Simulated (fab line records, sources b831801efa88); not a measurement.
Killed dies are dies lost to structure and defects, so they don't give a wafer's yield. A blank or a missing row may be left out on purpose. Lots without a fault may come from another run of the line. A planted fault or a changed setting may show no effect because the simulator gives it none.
fab line records | flow sky130
record lots=5 wafers=15 last_day=49
route steps=708 shown SD_N@347 SD_P@359 RES_XHIGH@360 SALICIDE@361 LI_CONTACT@362
lots that met no fault: from a run of the same line without faults
start_h: hours from the record's first day to the start of the lot's first wafer shown | wait_h: hours since the lot's step before | " the same as in the row above | L1.1+2: a row that stands for several wafers | - no value, or no start given | * or withheld: withheld | < > ~ a bound
route shown NAME@n: a module of which the file shows steps, and the number in the route of the first | usual: mean/standard deviation of fault-free wafers | same: alike in all rows | chamber/n: place in a boat | sites: the reading at each site | _std_site: their standard deviation | _edge_site: outer sites' mean less inner sites' | radius_mm: how far each site lies from the wafer's centre | mask NAME#n: copy n | behind: the tool/chamber that last shaped the wafer | hold: why the lot was held/for how many hours/how that ended | device: the transistor (n, p or np) that didn't switch | end of line: the same wafers' tests at the end of the route | a step without rows: its recipe alone | killed: dies lost to structure and defects at the first sort, not the wafer's yield | map: a wafer's dies, x killed, . not, _ none there
set.NAME: the setting as run; set.NAME@STEP: as run at that earlier step | model.NAME: the simulator's own value behind a step, which no gauge read
lots at some steps of the route; a table a step, a row a wafer
services: from which hour (start_h, from the record's first day; less than 0 if before it) a tool's chamber was out of use, for how many hours, and why
## steps
# step SKY_SD_N_PEB_05
# recipe temp_c=withheld time_s=* resist=NOVOLAK
# same time_s=*
# columns lot.wafer tool chamber start_h wait_h
L074.1+3+5 litho_track-01 0 - -
L077.1+3+5 litho_track-01 0 - -
L087.1+3+6 litho_track-04 0 - -
L091.1+4+5 litho_track-04 0 - -
L094.2+3+5 litho_track-04 0 - -
# step SKY_SD_N_DEVELOP_06
# recipe resist=NOVOLAK developer=TMAH develop_time_s=60 dev_temp_c=23
# columns lot.wafer tool chamber start_h wait_h
L074.1+3+5 litho_track-01 0 653.51 0.1
L077.1+3+5 litho_track-01 0 668.81 0.1
L087.1+3+6 litho_track-04 0 776.52 0.1
L091.1+4+5 litho_track-04 0 779.97 0.1
L094.2+3+5 litho_track-04 0 795.79 0.1
# step SKY_SD_N_CD_MEAS_07
# recipe target_cd_nm=380
# usual cd_nm=380.9/2.8
# columns lot.wafer tool chamber start_h wait_h cd_nm
L074.1 cd_sem-01 - 653.66 0.1 382.0
L074.3 " - " " 381.3
L074.5 " - " " 379.7
L077.1 cd_sem-01 - 668.96 0.1 380.7
L077.3 " - " " 378.5
L077.5 " - " " 377.9
L087.1 cd_sem-01 - 776.67 0.1 383.9
L087.3 " - " " 382.6
L087.6 " - " " 382.2
L091.1 cd_sem-01 - 780.12 0.1 378.6
L091.4 " - " " 375.4
L091.5 " - " " 378.7
L094.2 cd_sem-01 - 795.94 0.1 375.9
L094.3 " - " " 376.7
L094.5 " - " " 375.5
# step SKY_SD_N_OVL_MEAS_08
# usual SD_N_OVL=-0.3/1.5
# columns lot.wafer tool chamber start_h wait_h SD_N_OVL[nm]
L074.1 overlay-02 - 653.78 0.1 -0.2
L074.3 " - " " -1.2
L074.5 " - " " 0.6
L077.1 overlay-02 - 669.08 0.1 -0.1
L077.3 " - " " -1.0
L077.5 " - " " -0.9
L087.1 overlay-01 - 776.79 0.1 0.2
L087.3 " - " " -0.3
L087.6 " - " " 0.1
L091.1 overlay-01 - 780.24 0.1 -2.1
L091.4 " - " " -1.3
L091.5 " - " " -1.4
L094.2 overlay-02 - 796.04 0.1 -2.4
L094.3 " - " " -0.9
L094.5 " - " " -0.8
# step SKY_SD_N_IMPLANT_09
# recipe species=As energy_kev=50 dose_cm2=4e+15 tilt_deg=0
# columns lot.wafer tool chamber start_h wait_h
L074.1+3+5 implanter-02 0 653.81 0.0
L077.1+3+5 implanter-02 0 669.11 0.0
L087.1+3+6 implanter-02 0 776.82 0.0
L091.1+4+5 implanter-01 0 780.27 0.0
L094.2+3+5 implanter-01 0 796.10 0.0
# step SKY_SD_N_IMPLANT_10
# recipe species=P energy_kev=20 dose_cm2=1e+14 tilt_deg=0
# columns lot.wafer tool chamber start_h wait_h
L074.1+3+5 implanter-02 0 653.96 0.1
L077.1+3+5 implanter-02 0 669.26 0.1
L087.1+3+6 implanter-02 0 776.97 0.1
L091.1+4+5 implanter-01 0 780.42 0.1
L094.2+3+5 implanter-01 0 796.25 0.1
# step SKY_SD_N_STRIP_11
# recipe chemistry=O2/N2 power_w=1400 pressure_mtorr=1500 platen_temp_c=withheld o2_flow_sccm=3000 n2_flow_sccm=300 overash_fraction=0.5
# usual drypump_motor_current_A=5.7/0.43 n2_flow_sccm=299.8/0.83 oes_product_au=0.528/0.0042 strip_time_to_endpoint_s=22.53/0.042
# columns lot.wafer tool chamber start_h wait_h drypump_motor_current_A n2_flow_sccm oes_product_au rf_hours_counter_h strip_time_to_endpoint_s
L074.1 plasma_asher-03 0 654.11 0.1 5.2 299.9 0.525 56 22.49
L074.3 " 0 " " 5.2 299.5 0.521 - 22.58
L074.5 " 0 " " 5.2 299.3 0.526 - 22.59
L077.1 plasma_asher-03 1 669.41 0.1 6.3 300.5 0.523 57 22.57
L077.3 " 0 " " 5.1 300.3 0.529 - 22.59
L077.5 " 1 " " 6.3 300.3 0.534 - 22.57
L087.1 plasma_asher-01 0 777.12 0.1 6.1 299.6 0.523 96 22.54
L087.3 " 0 " " 6.1 299.2 0.526 - 22.47
L087.6 " 0 " " 6.1 299.1 0.524 - 22.54
L091.1 plasma_asher-04 1 780.57 0.1 5.8 299.6 0.528 32 22.57
L091.4 " 1 " " 5.7 299.0 0.531 - 22.54
L091.5 " 1 " " 5.8 299.2 0.524 - 22.59
L094.2 plasma_asher-01 0 796.37 0.1 6.1 299.7 0.528 98 22.63
L094.3 " 0 " " 6.2 300.6 0.525 - 22.59
L094.5 " 0 " " 6.1 300.8 0.532 - 22.55
# step SKY_SD_N_TW_MEAS_12
# usual SD_N_TW=3987/48
# columns lot.wafer tool chamber start_h wait_h SD_N_TW
L074.1 film_metro-01 - 654.21 0.1 3988
L074.3 " - " " 3995
L074.5 " - " " 4009
L077.1 film_metro-03 - 669.51 0.1 4029
L077.3 " - " " 4015
L077.5 " - " " 4036
L087.1 film_metro-01 - 777.22 0.1 4016
L087.3 " - " " 4010
L087.6 " - " " 4008
L091.1 film_metro-01 - 780.67 0.1 4002
L091.4 " - " " 3990
L091.5 " - " " 3990
L094.2 film_metro-04 - 796.48 0.1 3923
L094.3 " - " " 3946
L094.5 " - " " 3945
# step SKY_SD_N_CLEAN_13
# recipe chemistry=SC1/SC2 mix=1:4:20 temp_c=70 time_s=150 dry=n2_spin
# same time_s=150
# columns lot.wafer tool chamber start_h wait_h
L074.1+3+5 wet_bench-02 0 654.27 0.1
L077.1+3+5 wet_bench-04 1 669.57 0.1
L087.1+3+6 wet_bench-01 1 777.28 0.1
L091.1+4+5 wet_bench-04 1 780.73 0.1
L094.2+3+5 wet_bench-04 0 796.53 0.0
# step SKY_SD_N_RTA_14
# recipe temp_c=1075 time_s=2 idle_temp_c=650 ramp_up_c_per_s=150 ramp_down_c_per_s=90 ambient=N2
# usual lamp_power_pct=15.74/0.058 wafer_temp_C_max=1078.1/1.3
# same time_s=2
# columns lot.wafer tool chamber start_h wait_h lamp_power_pct wafer_temp_C_max
L074.1 rtp_anneal-02 0 654.33 0.0 15.80 1076.5
L074.3 " 0 " " 15.80 1076.9
L074.5 " 0 " " 15.73 1076.3
L077.1 rtp_anneal-01 0 669.62 0.0 15.79 1076.6
L077.3 " 0 " " 15.88 1079.0
L077.5 " 0 " " 15.75 1080.3
L087.1 rtp_anneal-01 0 777.34 0.0 15.75 1078.2
L087.3 " 0 " " 15.69 1079.5
L087.6 " 0 " " 15.71 1076.7
L091.1 rtp_anneal-01 0 780.78 0.0 15.76 1076.9
L091.4 " 0 " " 15.77 1076.2
L091.5 " 0 " " 15.74 1078.2
L094.2 rtp_anneal-02 0 796.59 0.0 15.80 1078.8
L094.3 " 0 " " 15.71 1077.4
L094.5 " 0 " " 15.73 1077.2
# step SKY_SD_N_RS_MEAS_16
# recipe thk_meas_gauge=four-point-probe
# usual SD_N_RS=68.49/0.12
# columns lot.wafer tool chamber start_h wait_h SD_N_RS[ohm/sq]
L074.1 film_metro-04 - 654.55 0.1 68.52
L074.3 " - " " 68.28
L074.5 " - " " 68.31
L077.1 film_metro-01 - 669.80 0.1 68.47
L077.3 " - " " 68.41
L077.5 " - " " 68.27
L087.1 film_metro-01 - 777.51 0.1 68.58
L087.3 " - " " 68.62
L087.6 " - " " 68.64
L091.1 film_metro-03 - 780.95 0.1 68.57
L091.4 " - " " 68.56
L091.5 " - " " 68.49
L094.2 film_metro-04 - 796.77 0.1 68.46
L094.3 " - " " 68.47
L094.5 " - " " 68.35
# step SKY_SD_N_RS_MEAS_17
# recipe thk_meas_gauge=four-point-probe
# usual SD_P_RS=146.9/0.37
# columns lot.wafer tool chamber start_h wait_h SD_P_RS[ohm/sq]
L074.1 film_metro-04 - 654.67 0.1 147.2
L074.3 " - " " 146.7
L074.5 " - " " 146.7
L077.1 film_metro-01 - 669.92 0.1 146.8
L077.3 " - " " 146.7
L077.5 " - " " 146.1
L087.1 film_metro-01 - 777.63 0.1 147.3
L087.3 " - " " 146.9
L087.6 " - " " 146.9
L091.1 film_metro-03 - 781.07 0.1 147.5
L091.4 " - " " 147.4
L091.5 " - " " 147.2
L094.2 film_metro-04 - 796.89 0.1 146.9
L094.3 " - " " 147.0
L094.5 " - " " 146.7
# step SKY_SD_N_RS_MEAS_18
# recipe thk_meas_gauge=four-point-probe
# usual RES_XHIGH_RS=332.8/1.2
# columns lot.wafer tool chamber start_h wait_h RES_XHIGH_RS[ohm/sq]
L074.1 film_metro-04 - 654.79 0.1 334.7
L074.3 " - " " 333.6
L074.5 " - " " 334.6
L077.1 film_metro-01 - 670.04 0.1 333.4
L077.3 " - " " 332.0
L077.5 " - " " 332.9
L087.1 film_metro-01 - 777.75 0.1 333.7
L087.3 " - " " 333.6
L087.6 " - " " 334.7
L091.1 film_metro-03 - 781.19 0.1 332.1
L091.4 " - " " 331.4
L091.5 " - " " 331.5
L094.2 film_metro-04 - 797.01 0.1 334.3
L094.3 " - " " 334.0
L094.5 " - " " 335.3
# step SKY_SALICIDE_CLEAN_00
# recipe chemistry=HF-last time_s=30 dilution=100:1 dry=ipa_marangoni
# same time_s=30
# columns lot.wafer tool chamber start_h wait_h
L074.1+3+5 wet_bench-04 3 654.91 0.1
L077.1+3+5 wet_bench-04 1 670.16 0.1
L087.1+3+6 wet_bench-03 3 777.87 0.1
L091.1+4+5 wet_bench-02 1 781.31 0.1
L094.2+3+5 wet_bench-03 0 797.11 0.1
# step SKY_LI_CONTACT_HDPCVD_00
# recipe material=PSG target_thk_nm=930 sigma_open_frac=0.3 time_s=155 temp_c=600 sih4_flow_sccm=60 pressure_mtorr=6
# same time_s=155
# columns lot.wafer tool chamber start_h wait_h
L074.1+3+5 hdpcvd-02 1,0,2 654.93 0.0
L077.1+3+5 hdpcvd-01 0,2,0 670.17 0.0
L087.1+3+6 hdpcvd-02 0,2,2 777.89 0.0
L091.1+4+5 hdpcvd-02 0,1,2 781.33 0.0
L094.2+3+5 hdpcvd-01 0,2,2 797.13 0.0
# step SKY_LI_CONTACT_THK_MEAS_01
# recipe reads=PSG_of_LI_CONTACT_HDPCVD_00
# usual LI_CONTACT_HDPCVD_THK=936/8.1
# columns lot.wafer tool chamber start_h wait_h LI_CONTACT_HDPCVD_THK[nm]
L074.1 film_metro-01 - 655.03 0.1 930
L074.3 " - " " 940
L074.5 " - " " 947
L077.1 film_metro-03 - 670.28 0.1 931
L077.3 " - " " 935
L077.5 " - " " 937
L087.1 film_metro-01 - 777.99 0.1 927
L087.3 " - " " 928
L087.6 " - " " 930
L091.1 film_metro-01 - 781.43 0.1 946
L091.4 " - " " 937
L091.5 " - " " 939
L094.2 film_metro-03 - 797.24 0.1 931
L094.3 " - " " 951
L094.5 " - " " 946
# step SKY_LI_CONTACT_CMP_02
# recipe material=PSG down_force_psi=4 platen_rpm=60 pad_velocity_m_s=0.94248
# usual edge_zone_pressure_frac=1.000/0.0043 head_pressure_psi=4.000/0.0085 motor_current_A=12.0/1.1 platen_rpm=60.00/0.04 time_to_endpoint_s=33.4/2.5
# columns lot.wafer tool chamber start_h wait_h edge_zone_pressure_frac head_pressure_psi motor_current_A platen_rpm time_to_endpoint_s
L074.3 cmp-01 1 655.30 0.2 0.996 4.000 10.2 60.06 33.6
L074.1 " 2 " " 0.997 3.994 11.3 59.96 33.7
L074.5 " 0 " " 1.004 3.983 11.6 60.05 38.4
L077.1 cmp-02 0 670.34 0.1 1.007 4.003 11.2 60.00 28.7
L077.3 " 3 " " 1.001 4.018 11.5 60.00 34.6
L077.5 " 1 " " 0.998 4.001 12.6 59.99 31.8
L087.1 cmp-01 2 778.15 0.1 1.011 3.994 12.5 60.02 33.1
L087.3 " 3 " " 1.000 3.992 12.9 59.96 35.8
L087.6 " 1 " " 1.006 3.996 10.1 60.00 34.2
L091.4 cmp-01 2 781.49 0.0 1.005 4.010 12.1 60.03 33.9
L091.1 " 1 " " 1.001 4.001 10.1 60.04 32.0
L091.5 " 2 " " 1.000 4.007 10.9 60.01 36.2
L094.2 cmp-01 2 797.29 0.0 1.001 4.003 12.2 60.09 34.4
L094.3 " 3 " " 1.001 3.988 13.8 60.05 35.5
L094.5 " 2 " " 1.002 3.991 11.8 60.05 35.5
# step SKY_LI_CONTACT_BOW_MEAS_03
# recipe mode=bow
# usual LI_CONTACT_BOW=56/7.2
# columns lot.wafer tool chamber start_h wait_h LI_CONTACT_BOW[um]
L074.1 film_metro-03 - 655.50 0.1 58
L074.3 " - " " 62
L074.5 " - " " 46
L077.1 film_metro-03 - 670.64 0.2 55
L077.3 " - " " 62
L077.5 " - " " 47
L087.1 film_metro-03 - 778.35 0.1 62
L087.3 " - " " 81
L087.6 " - " " 69
L091.1 film_metro-04 - 781.79 0.1 60
L091.4 " - " " 65
L091.5 " - " " 57
L094.2 film_metro-01 - 797.61 0.3 53
L094.3 " - " " 61
L094.5 " - " " 49
# step SKY_LI_CONTACT_DEHYDRATE_04
# recipe temp_c=200 time_s=60
# usual heater_power_total_W=160.36/0.13
# same time_s=60
# columns lot.wafer tool chamber start_h wait_h heater_power_total_W
L074.1 litho_track-01 0 667.86 12.3 160.53
L074.3 " 0 " " 160.24
L074.5 " 0 " " 160.40
L077.1 litho_track-03 0 685.06 14.4 160.24
L077.3 " 0 " " 160.40
L077.5 " 0 " " 160.35
L087.1 litho_track-02 0 790.78 12.4 160.27
L087.3 " 0 " " 160.58
L087.6 " 0 " " 160.41
L091.1 litho_track-02 0 794.53 12.7 160.28
L091.4 " 0 " " 160.33
L091.5 " 0 " " 160.33
L094.2 litho_track-01 0 810.38 12.7 160.35
L094.3 " 0 " " 160.27
L094.5 " 0 " " 160.29
# step SKY_LI_CONTACT_HMDS_05
# recipe prime_time_s=60 prime_temp_c=120
# columns lot.wafer tool chamber start_h wait_h
L074.1+3+5 litho_track-01 0 668.01 0.1
L077.1+3+5 litho_track-03 0 685.21 0.1
L087.1+3+6 litho_track-02 0 790.93 0.1
L091.1+4+5 litho_track-02 0 794.68 0.1
L094.2+3+5 litho_track-01 0 810.53 0.1
# step SKY_LI_CONTACT_COAT_06
# recipe resist=BARC temp_c=withheld time_s=withheld spin_rpm=3000 resist_thk_nm=60
# usual dispense_pressure_kPa=47/4
# columns lot.wafer tool chamber start_h wait_h dispense_pressure_kPa
L074.1 litho_track-01 0 668.16 0.1 43
L074.3 " 0 " " 43
L074.5 " 0 " " 43
L077.1 litho_track-03 0 685.36 0.1 47
L077.3 " 0 " " 47
L077.5 " 0 " " 47
L087.1 litho_track-02 0 791.08 0.1 52
L087.3 " 0 " " 52
L087.6 " 0 " " 52
L091.1 litho_track-02 0 794.83 0.1 52
L091.4 " 0 " " 52
L091.5 " 0 " " 52
L094.2 litho_track-01 0 810.68 0.1 42
L094.3 " 0 " " 42
L094.5 " 0 " " 42
# step SKY_LI_CONTACT_COAT_07
# recipe resist=KrF-thick spin_rpm=3000 resist_thk_nm=450
# usual dispense_pressure_kPa=47/4.1
# columns lot.wafer tool chamber start_h wait_h dispense_pressure_kPa
L074.1 litho_track-01 0 - - 42
L074.3 " 0 " " 42
L074.5 " 0 " " 42
L077.1 litho_track-03 0 - - 47
L077.3 " 0 " " 47
L077.5 " 0 " " 47
L087.1 litho_track-02 0 - - 52
L087.3 " 0 " " 53
L087.6 " 0 " " 52
L091.1 litho_track-02 0 - - 52
L091.4 " 0 " " 52
L091.5 " 0 " " 52
L094.2 litho_track-01 0 - - 42
L094.3 " 0 " " 42
L094.5 " 0 " " 42
# step SKY_LI_CONTACT_SOFTBAKE_08
# recipe temp_c=100 time_s=90 resist=KrF-thick
# usual heater_power_total_W=57.36/0.11
# same time_s=90
# columns lot.wafer tool chamber start_h wait_h heater_power_total_W
L074.1 litho_track-01 0 - - 57.43
L074.3 " 0 " " 57.42
L074.5 " 0 " " 57.22
L077.1 litho_track-03 0 - - 57.48
L077.3 " 0 " " 57.36
L077.5 " 0 " " 57.35
L087.1 litho_track-02 0 - - 57.28
L087.3 " 0 " " 57.28
L087.6 " 0 " " 57.43
L091.1 litho_track-02 0 - - 57.25
L091.4 " 0 " " 57.24
L091.5 " 0 " " 57.56
L094.2 litho_track-01 0 - - 57.29
L094.3 " 0 " " 57.35
L094.5 " 0 " " 57.15
# step SKY_LI_CONTACT_EXPOSE_09
# recipe mask_id=LICM1 na=0.8 source_shape=annular sigma_inner=0.55 sigma_outer=0.85 target_cd_nm=170 dose_mj=38
# columns lot.wafer tool chamber start_h wait_h mask
L074.1+3+5 krf_scanner-02 0 - - LICM1#0
L077.1+3+5 krf_scanner-01 0 - - LICM1#0
L087.1+3+6 krf_scanner-02 0 - - LICM1#0
L091.1+4+5 krf_scanner-01 0 - - LICM1#0
L094.2+3+5 krf_scanner-02 0 - - LICM1#0
# step SKY_LI_CONTACT_PEB_10
# recipe peb_temp_c=withheld peb_time_s=withheld resist=KrF-thick
# columns lot.wafer tool chamber start_h wait_h
L074.1+3+5 litho_track-03 0 - -
L077.1+3+5 litho_track-03 0 - -
L087.1+3+6 litho_track-01 0 - -
L091.1+4+5 litho_track-03 0 - -
L094.2+3+5 litho_track-03 0 - -
# step SKY_LI_CONTACT_DEVELOP_11
# recipe develop_time_s=60 resist=KrF-thick dev_temp_c=21
# columns lot.wafer tool chamber start_h wait_h
L074.1+3+5 litho_track-03 0 - -
L077.1+3+5 litho_track-03 0 - -
L087.1+3+6 litho_track-01 0 - -
L091.1+4+5 litho_track-03 0 - -
L094.2+3+5 litho_track-03 0 - -
# step SKY_LI_CONTACT_CD_MEAS_12
# recipe target_cd_nm=170
# usual cd_nm=169.5/1.5
# columns lot.wafer tool chamber start_h wait_h cd_nm
L074.1 cd_sem-01 - 683.86 - 167.6
L074.3 " - " " 167.7
L074.5 " - " " 167.8
L077.1 cd_sem-02 - 699.21 - 172.6
L077.3 " - " " 170.8
L077.5 " - " " 171.2
L087.1 cd_sem-01 - 805.51 - 170.7
L087.3 " - " " 170.5
L087.6 " - " " 170.8
L091.1 cd_sem-01 - 808.96 - 169.1
L091.4 " - " " 169.7
L091.5 " - " " 168.5
L094.2 cd_sem-02 - 823.93 - 170.1
L094.3 " - " " 169.2
L094.5 " - " " 168.9
# step SKY_LI_CONTACT_OVL_MEAS_13
# usual LI_CONTACT_OVL=3/5.5
# columns lot.wafer tool chamber start_h wait_h LI_CONTACT_OVL[nm]
L074.1 overlay-02 - 683.98 0.1 1
L074.3 " - " " 3
L074.5 " - " " 7
L077.1 overlay-02 - 699.33 0.1 -2
L077.3 " - " " -1
L077.5 " - " " -5
L087.1 overlay-01 - 805.63 0.1 15
L087.3 " - " " 11
L087.6 " - " " 5
L091.1 overlay-02 - 809.08 0.1 1
L091.4 " - " " -2
L091.5 " - " " -2
L094.2 overlay-02 - 824.03 0.1 6
L094.3 " - " " 6
L094.5 " - " " 8
# step SKY_LI_CONTACT_ETCH_14
# recipe chemistry=N2/H2 target=BARC ion_energy_ev=200 source_w=500 bias_w=100 pressure_mtorr=30 n2_flow_sccm=100 h2_flow_sccm=200 stop_on=SiO2 time_s=45.9 target_depth_a=600
# usual drypump_motor_current_A=5.7/0.37 n2_flow_sccm=99.97/0.28 oes_product_au=0.854/0.0047 throttle_valve_pct=13.227/0.0096
# same time_s=45.9
# columns lot.wafer tool chamber start_h wait_h drypump_motor_current_A n2_flow_sccm oes_product_au rf_hours_counter_h throttle_valve_pct
L074.1 rie_diel-04 3 684.01 0.0 5.9 100.14 0.853 14 13.223
L074.3 " 2 " " 6.2 99.47 0.857 3 13.236
L074.5 " 0 " " 5.7 100.15 0.863 - 13.210
L077.1 rie_diel-04 1 699.36 0.0 5.1 99.67 0.853 46 13.225
L077.3 " 3 " " 5.9 100.22 0.854 15 13.235
L077.5 " 3 " " 5.9 99.79 0.861 - 13.226
L087.1 rie_diel-04 2 805.66 0.0 6.2 99.73 0.852 7 13.234
L087.3 " 0 " " 5.8 99.81 0.861 2 13.228
L087.6 " 0 " " 5.8 99.85 0.851 - 13.235
L091.1 rie_diel-02 2 809.11 0.0 5.5 99.51 0.846 19 13.235
L091.4 " 2 " " 5.5 99.42 0.848 - 13.236
L091.5 " 1 " " 5.6 99.81 0.856 - 13.213
L094.2 rie_diel-01 3 824.06 0.0 6.1 100.32 0.847 15 13.227
L094.3 " 0 " " 5.3 99.91 0.857 11 13.234
L094.5 " 3 " " 6.0 100.11 0.857 - 13.215
# step SKY_LI_CONTACT_ETCH_15
# recipe target=PSG chemistry=C4F8/O2/Ar stop_on=Si taper_deg=4.15 mask_material=KrF-thick source_w=1500 bias_w=1200 pressure_mtorr=40 c4f8_flow_sccm=withheld O2_flow_sccm=6 Ar_flow_sccm=300 time_s=withheld target_depth_a=6000
# usual oes_product_au=0.837/0.0047
# columns lot.wafer tool chamber start_h wait_h oes_product_au
L074.1 rie_diel-04 3 684.05 0.0 0.836
L074.3 " 2 " " 0.839
L074.5 " 0 " " 0.844
L077.1 rie_diel-04 1 699.40 0.0 0.842
L077.3 " 3 " " 0.836
L077.5 " 3 " " 0.837
L087.1 rie_diel-04 2 805.71 0.0 0.837
L087.3 " 0 " " 0.836
L087.6 " 0 " " 0.839
L091.1 rie_diel-02 2 809.16 0.0 0.830
L091.4 " 2 " " 0.841
L091.5 " 1 " " 0.832
L094.2 rie_diel-01 3 824.11 0.0 0.834
L094.3 " 0 " " 0.833
L094.5 " 3 " " 0.837
# step SKY_LI_CONTACT_STRIP_16
# recipe chemistry=O2/N2 power_w=1400 pressure_mtorr=1500 platen_temp_c=withheld o2_flow_sccm=3000 n2_flow_sccm=300 overash_fraction=0.5
# usual drypump_motor_current_A=5.7/0.59 n2_flow_sccm=300.2/0.89 oes_product_au=0.376/0.0047 strip_time_to_endpoint_s=3.494/0.025
# columns lot.wafer tool chamber start_h wait_h drypump_motor_current_A n2_flow_sccm oes_product_au rf_hours_counter_h strip_time_to_endpoint_s
L074.1 plasma_asher-01 1 684.14 - 5.3 299.8 0.381 87 3.482
L074.3 " 1 " " 5.2 299.8 0.374 - 3.491
L074.5 " 0 " " 6.1 300.9 0.377 - 3.443
L077.1 plasma_asher-03 1 699.49 - 6.3 300.7 0.370 60 3.522
L077.3 " 1 " " 6.3 301.4 0.379 - 3.497
L077.5 " 0 " " 5.2 300.5 0.377 - 3.499
L087.1 plasma_asher-02 1 805.79 - 6.5 301.3 0.375 6 3.473
L087.3 " 1 " " 6.5 300.9 0.377 - 3.497
L087.6 " 1 " " 6.4 301.4 0.376 - 3.487
L091.1 plasma_asher-03 1 809.24 - 6.3 299.8 0.382 70 3.503
L091.4 " 1 " " 6.3 301.6 0.380 - 3.493
L091.5 " 0 " " 5.2 300.5 0.371 - 3.460
L094.2 plasma_asher-01 1 824.19 - 5.2 301.4 0.376 100 3.495
L094.3 " 1 " " 5.2 301.4 0.379 - 3.484
L094.5 " 0 " " 6.1 299.2 0.380 - 3.510
# step SKY_LI_CONTACT_CLEAN_17
# recipe chemistry=NMP time_s=600 temp_c=60 dry=n2_spin
# same time_s=600
# columns lot.wafer tool chamber start_h wait_h
L074.1+3+5 wet_bench-03 2 684.24 0.1
L077.1+3+5 wet_bench-03 2 699.59 0.1
L087.1+3+6 wet_bench-04 1 805.89 0.1
L091.1+4+5 wet_bench-04 1 809.34 0.1
L094.2+3+5 wet_bench-04 3 824.29 0.1
# step SKY_LI_CONTACT_PRE_CLEAN_18
# recipe gas=Ar time_s=5.6 bias_v=358
# same time_s=5.6
# columns lot.wafer tool chamber start_h wait_h
L074.1+3+5 pvd_sputter-03 - 684.43 0.0
L077.1+3+5 pvd_sputter-01 - 699.94 0.0
L087.1+3+6 pvd_sputter-03 - 806.07 0.0
L091.1+4+5 pvd_sputter-02 - 809.52 0.0
L094.2+3+5 pvd_sputter-01 - 824.47 0.0
# step SKY_LI_CONTACT_SPUTTER_19
# recipe material=Ti target_thk_nm=20 chamber_pressure_pa=5 power_w=2500 substrate_temp_c=200 time_s=106.37
# usual throttle_valve_pct=30.1/0.67
# same time_s=106.37
# columns lot.wafer tool chamber start_h wait_h throttle_valve_pct
L074.1 pvd_sputter-03 - 684.45 0.0 30.7
L074.3 " - " " 30.2
L074.5 " - " " 30.8
L077.1 pvd_sputter-01 - 699.96 0.0 29.8
L077.3 " - " " 30.1
L077.5 " - " " 30.2
L087.1 pvd_sputter-03 - 806.09 0.0 30.3
L087.3 " - " " 30.3
L087.6 " - " " 30.5
L091.1 pvd_sputter-02 - 809.54 0.0 30.4
L091.4 " - " " 29.1
L091.5 " - " " 27.6
L094.2 pvd_sputter-01 - 824.49 0.0 30.0
L094.3 " - " " 30.9
L094.5 " - " " 29.6
# step SKY_LI_CONTACT_SPUTTER_20
# recipe material=TiN target_thk_nm=20 chamber_pressure_pa=5 power_w=4000 time_s=80
# usual throttle_valve_pct=30.1/0.66
# same time_s=80
# columns lot.wafer tool chamber start_h wait_h throttle_valve_pct
L074.1 pvd_sputter-03 - 684.53 0.0 30.3
L074.3 " - " " 30.2
L074.5 " - " " 30.8
L077.1 pvd_sputter-01 - 700.04 0.0 30.0
L077.3 " - " " 29.9
L077.5 " - " " 29.9
L087.1 pvd_sputter-03 - 806.16 0.0 30.2
L087.3 " - " " 30.1
L087.6 " - " " 30.8
L091.1 pvd_sputter-02 - 809.61 0.0 30.5
L091.4 " - " " 29.2
L091.5 " - " " 27.7
L094.2 pvd_sputter-01 - 824.56 0.0 29.9
L094.3 " - " " 30.9
L094.5 " - " " 29.4
# step SKY_LI_CONTACT_CVD_21
# recipe material=W target_thk_nm=400 time_s=120.56 temp_c=400 pressure_torr=40
# usual heater_power_w=822/43
# same time_s=120.56
# columns lot.wafer tool chamber start_h wait_h heater_power_w
L074.1 cvd_w-02 1 684.59 0.0 781
L074.3 " 1 " " 787
L074.5 " 1 " " 753
L077.1 cvd_w-02 1 700.10 0.0 785
L077.3 " 0 " " 868
L077.5 " 0 " " 852
L087.1 cvd_w-02 1 806.22 0.0 793
L087.3 " 1 " " 788
L087.6 " 0 " " 908
L091.1 cvd_w-02 0 809.67 0.0 885
L091.4 " 0 " " 847
L091.5 " 1 " " 795
L094.2 cvd_w-01 0 824.62 0.0 795
L094.3 " 1 " " 869
L094.5 " 1 " " 824
# step SKY_LI_CONTACT_RS_MEAS_22
# recipe thk_meas_gauge=four-point-probe reads=W_of_LI_CONTACT_CVD_21+TiN_of_LI_CONTACT_SPUTTER_20+Ti_of_LI_CONTACT_SPUTTER_19
# usual LI_CONTACT_W_RS=0.2863/0.0026
# columns lot.wafer tool chamber start_h wait_h LI_CONTACT_W_RS[ohm/sq]
L074.1 film_metro-03 - 684.71 0.1 0.2900
L074.3 " - " " 0.2896
L074.5 " - " " 0.2872
L077.1 film_metro-01 - 700.22 0.1 0.2854
L077.3 " - " " 0.2869
L077.5 " - " " 0.2868
L087.1 film_metro-01 - 806.35 0.1 0.2842
L087.3 " - " " 0.2858
L087.6 " - " " 0.2831
L091.1 film_metro-03 - 809.80 0.1 0.2860
L091.4 " - " " 0.2857
L091.5 " - " " 0.2860
L094.2 film_metro-03 - 824.77 0.1 0.2849
L094.3 " - " " 0.2842
L094.5 " - " " 0.2812
# step SKY_LI_CONTACT_THK_MEAS_23
# recipe thk_meas_gauge=xrf reads=W_of_LI_CONTACT_CVD_21
# usual LI_CONTACT_W_THK=403/5.1
# columns lot.wafer tool chamber start_h wait_h LI_CONTACT_W_THK[nm]
L074.1 film_metro-03 - 684.83 0.1 402
L074.3 " - " " 400
L074.5 " - " " 404
L077.1 film_metro-01 - 700.34 0.1 405
L077.3 " - " " 400
L077.5 " - " " 403
L087.1 film_metro-01 - 806.47 0.1 405
L087.3 " - " " 405
L087.6 " - " " 404
L091.1 film_metro-03 - 809.92 0.1 409
L091.4 " - " " 409
L091.5 " - " " 409
L094.2 film_metro-03 - 824.88 0.1 408
L094.3 " - " " 406
L094.5 " - " " 409
## services
# columns tool chamber start_h hours kind
cvd_w-02 - 631.56 6.9 pm
pvd_sputter-03 - 632.97 1.8 repair
implanter-02 - 639.32 4.3 pm
implanter-02 - 643.61 1.9 pm
cmp-01 - 677.46 4.9 pm
pvd_sputter-01 - 692.26 1.4 repair
plasma_asher-01 - 696.23 2.8 pm
cvd_w-02 1 701.88 2.7 repair
pvd_sputter-03 - 705.55 3.8 repair
rie_diel-04 - 735.72 2.8 pm
implanter-02 - 739.30 1.1 repair
pvd_sputter-03 - 745.26 2.9 repair
implanter-02 - 749.67 9.5 repair
pvd_sputter-01 - 761.34 2.3 repair
pvd_sputter-03 - 766.32 23.6 repair
implanter-01 - 780.69 3.8 pm
wet_bench-03 - 781.80 4.1 repair
pvd_sputter-03 - 788.46 3.2 repair
rie_diel-04 1 789.75 18.6 repair
pvd_sputter-01 - 790.33 3.9 repair
rie_diel-04 3 794.01 5.3 repair
implanter-02 - 804.16 3.0 repair
pvd_sputter-03 - 814.06 7.5 repair
pvd_sputter-01 - 822.19 1.8 repair
## key
fault none
